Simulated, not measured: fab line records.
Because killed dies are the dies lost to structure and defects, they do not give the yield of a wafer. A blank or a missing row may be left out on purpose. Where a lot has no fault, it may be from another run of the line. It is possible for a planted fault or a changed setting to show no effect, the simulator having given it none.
Which of the tools did it? | flow sky130 | 12 lots, 36 wafers sampled, at 5 steps of a route of 708

WHAT THE GAUGES SHOWED, per wafer
SKY_VT_ADJUST_HVTP_TW_MEAS_11. Usual: VT_ADJUST_HVTP_TW typically reads 1354, with standard deviation 9.3.
lot  | measured     | on            | VT_ADJUST_HVTP_TW | flag
L750 | day 6 17:08  | film metro-01 | 1364 1361 1362    |
L753 | day 7 20:50  | film metro-03 | 1343 1339 1347    |
L754 | day 8 00:11  | film metro-02 | 1360 1358 1347    |
L756 | day 8 11:29  | film metro-01 | 1364 1368 1361    |
L757 | day 9 02:29  | film metro-02 | 1346 1342 1348    |
L759 | day 9 07:52  | film metro-01 | 1350 1351 1362    |
L761 | day 9 19:59  | film metro-03 | 1344 1352 1353    |
L766 | day 11 07:20 | film metro-03 | 1357 1354 1352    |
L767 | day 11 12:42 | film metro-03 | 1357 1345 1353    |
L768 | day 11 15:25 | film metro-01 | 1375 1364 1368    |
L769 | day 11 19:53 | film metro-02 | 1341 1337 1341    |
L770 | day 12 05:36 | film metro-01 | 1348 1361 1349    |

SKY_VT_ADJUST_HVTR_OVL_MEAS_08. Usual: VT_ADJUST_HVTR_OVL typically reads -0.9 nm, with standard deviation 1.3.
lot  | measured     | on         | VT_ADJUST_HVTR_OVL (nm) | flag
L750 | day 10 04:49 | overlay-01 | -2.0 -2.3 -2.3          |
L753 | day 11 12:54 | overlay-02 | 0.0 -1.9 -1.9           |
L754 | day 11 17:10 | overlay-01 | -0.1 -1.1 -2.1          |
L756 | day 12 05:38 | overlay-01 | -1.2 -0.7 0.9           |
L757 | day 12 21:55 | overlay-02 | -0.1 0.6 0.1            |
L759 | day 13 06:44 | overlay-01 | 0.2 -1.5 -1.1           |
L761 | day 13 19:55 | overlay-01 | -0.2 -2.1 -0.8          |
L766 | day 15 13:19 | overlay-01 | 0.4 -1.6 -0.8           |
L767 | day 15 19:56 | overlay-01 | -1.5 -4.0 -3.1          |
L768 | day 15 21:52 | overlay-01 | -0.4 -1.7 1.1           |
L769 | day 16 03:04 | overlay-02 | -2.4 -1.5 -2.1          |
L770 | day 16 13:10 | overlay-01 | 0.4 1.2 0.7             |

SKY_SONOS_TUNNEL_CD_MEAS_07 targets a cd of 410 nm. Usual: cd nm 409.5 nm, standard deviation 2.4.
lot  | measured     | on        | cd nm (nm)        | flag
L750 | day 12 03:53 | cd sem-02 | 410.8 410.7 409.4 |
L753 | day 13 14:47 | cd sem-02 | 408.9 411.9 411.7 |
L754 | day 13 17:01 | cd sem-02 | 407.4 405.8 406.4 |
L756 | day 14 07:23 | cd sem-01 | - - -             | OFF
L757 | day 15 01:55 | cd sem-02 | - - -             | OFF
L759 | day 15 12:01 | cd sem-02 | 408.1 410.1 408.9 |
L761 | day 16 02:31 | cd sem-01 | 415.3 412.3 411.5 |
L766 | day 17 22:40 | cd sem-02 | 412.7 411.9 412.7 |
L767 | day 18 05:11 | cd sem-02 | 409.8 409.7 410.3 |
L768 | day 18 07:28 | cd sem-02 | 412.7 411.5 411.0 |
L769 | day 18 14:29 | cd sem-01 | 405.6 406.8 406.3 |
L770 | day 19 00:20 | cd sem-02 | 408.9 408.3 409.6 |

WHICH TOOL RAN EACH LOT (tool, then ch and the chambers of the sampled wafers, then the start)
lot  | SKY_PWDE_STRIP_09                   | SKY_SONOS_TUNNEL_COAT_02
L750 | plasma asher-02 ch 0,1, day 4 10:31 | litho track-02 ch 0, day 11 15:26
L753 | plasma asher-01 ch 0,1, day 5 11:24 | litho track-02 ch 0, day 13 02:02
L754 | plasma asher-01 ch 0,1, day 5 14:19 | litho track-02 ch 0, day 13 05:25
L756 | plasma asher-01 ch 0,1, day 6 00:20 | litho track-02, day 13 17:53
L757 | plasma asher-02 ch 1, day 6 12:15   | litho track-01, day 14 12:16
L759 | plasma asher-01 ch 0,1, day 6 17:19 | litho track-02 ch 0, day 14 21:43
L761 | plasma asher-03 ch 0,1, day 7 06:08 | litho track-01 ch 0, day 15 12:55
L766 | plasma asher-02 ch 0,1, day 8 11:46 | litho track-03 ch 0, day 17 07:52
L767 | plasma asher-02 ch 0,1, day 8 17:17 | litho track-01 ch 0, day 17 14:32
L768 | plasma asher-03 ch 0,1, day 8 18:52 | litho track-01 ch 0, day 17 16:22
L769 | plasma asher-01 ch 0,1, day 9 00:26 | litho track-02 ch 0, day 17 22:59
L770 | plasma asher-01 ch 0,1, day 9 06:45 | litho track-01 ch 0, day 18 09:17
- SKY_PWDE_STRIP_09: strips in O2/N2.
- SKY_SONOS_TUNNEL_COAT_02: resist thk 1140 nm.

WHAT THE TOOLS THEMSELVES READ (means of the sampled wafers that have a number; where no wafer has one, the mark that the record gives instead)
SKY_PWDE_STRIP_09. Usual: chamber pressure mTorr 1500.1 mTorr, standard deviation 1.4; drypump motor current A 6.2 A, standard deviation 0.46; o2 flow sccm 2999 sccm, standard deviation 8.7; oes product au 0.722 a.u., standard deviation 0.0043; strip time to endpoint s 36.96 s, standard deviation 0.083.
lot  | tool            | chamber pressure mTorr (mTorr) | drypump motor current A (A) | o2 flow sccm (sccm) | oes product au (a.u.) | strip time to endpoint s (s) | flag
L750 | plasma asher-02 | 1500.3                         | 6.6                         | 3003                | 0.720                 | 36.96                        |
L753 | plasma asher-01 | 1500.2                         | 5.8                         | 3004                | 0.724                 | 36.91                        |
L754 | plasma asher-01 | 1500.6                         | 5.8                         | 2995                | 0.720                 | 37.01                        |
L756 | plasma asher-01 | 1499.0                         | 5.8                         | 3010                | 0.720                 | 36.92                        |
L757 | plasma asher-02 | 1500.2                         | 6.4                         | 3013                | 0.719                 | 37.01                        |
L759 | plasma asher-01 | 1500.7                         | 6.2                         | 3007                | 0.721                 | 36.92                        |
L761 | plasma asher-03 | 1500.0                         | 6.3                         | 2996                | 0.723                 | 37.04                        |
L766 | plasma asher-02 | 1500.1                         | 6.5                         | 2993                | 0.724                 | 36.98                        |
L767 | plasma asher-02 | 1500.9                         | 6.5                         | 3002                | 0.721                 | 36.96                        |
L768 | plasma asher-03 | 1500.6                         | 6.1                         | 2994                | 0.719                 | 36.97                        |
L769 | plasma asher-01 | 1500.2                         | 6.2                         | 2999                | 0.721                 | 36.89                        |
L770 | plasma asher-01 | 1499.6                         | 6.2                         | 3002                | 0.722                 | 36.97                        |

SKY_SONOS_TUNNEL_COAT_02. Usual: chill plate temp C 23.03 C, standard deviation 0.11; dispense pressure kPa 50.2 kPa, standard deviation 2.9; exhaust pa 45.0 Pa, standard deviation 0.97.
lot  | tool           | chill plate temp C (C) | dispense pressure kPa (kPa) | exhaust pa (Pa) | flag
L750 | litho track-02 | 23.04                  | 46.5                        | 44.5            |
L753 | litho track-02 | 23.12                  | 46.4                        | 44.9            |
L754 | litho track-02 | 23.13                  | 46.4                        | 44.2            |
L756 | litho track-02 | -                      | -                           | -               | OFF
L757 | litho track-01 | -                      | -                           | -               | OFF
L759 | litho track-02 | 22.94                  | 46.4                        | 45.9            |
L761 | litho track-01 | 23.14                  | 51.8                        | 45.3            |
L766 | litho track-03 | 23.00                  | 52.9                        | 43.8            |
L767 | litho track-01 | 23.19                  | 51.9                        | 44.7            |
L768 | litho track-01 | 22.99                  | 51.8                        | 45.7            |
L769 | litho track-02 | 22.91                  | 46.4                        | 45.2            |
L770 | litho track-01 | 23.08                  | 51.8                        | 45.4            |

THE ANSWER, worked out from the rows above alone
Rule: take the mean of a lot's wafers that have a number; if it is more than 3 standard deviations from the usual mean, the lot is off. A lot without any number at a reading at which 4 lots or more have one is off too. All remaining lots with rows at the step are treated as sound. Order of review: gauges by route order, followed by the tools' own readings, for which a lot's mean as printed above is used. At the first step where some lot is off, the reading lying furthest off is the one used; lots without a number count as furthest.
Off: L756, L757 (SKY_SONOS_TUNNEL_CD_MEAS_07, cd nm). Without a number there: L756, L757.
If a tool, at a process step before that reading, ran all the lots that are off and no sound lot after the first of them, it fits. Not tried: the gauges at SKY_SONOS_TUNNEL_CD_MEAS_07; whatever is off there is also off at SKY_SONOS_TUNNEL_COAT_02, on other tools, and gauge error can't account for it. Not one of the candidates tried fits.

WHAT THE SIMULATOR HAD INSERTED
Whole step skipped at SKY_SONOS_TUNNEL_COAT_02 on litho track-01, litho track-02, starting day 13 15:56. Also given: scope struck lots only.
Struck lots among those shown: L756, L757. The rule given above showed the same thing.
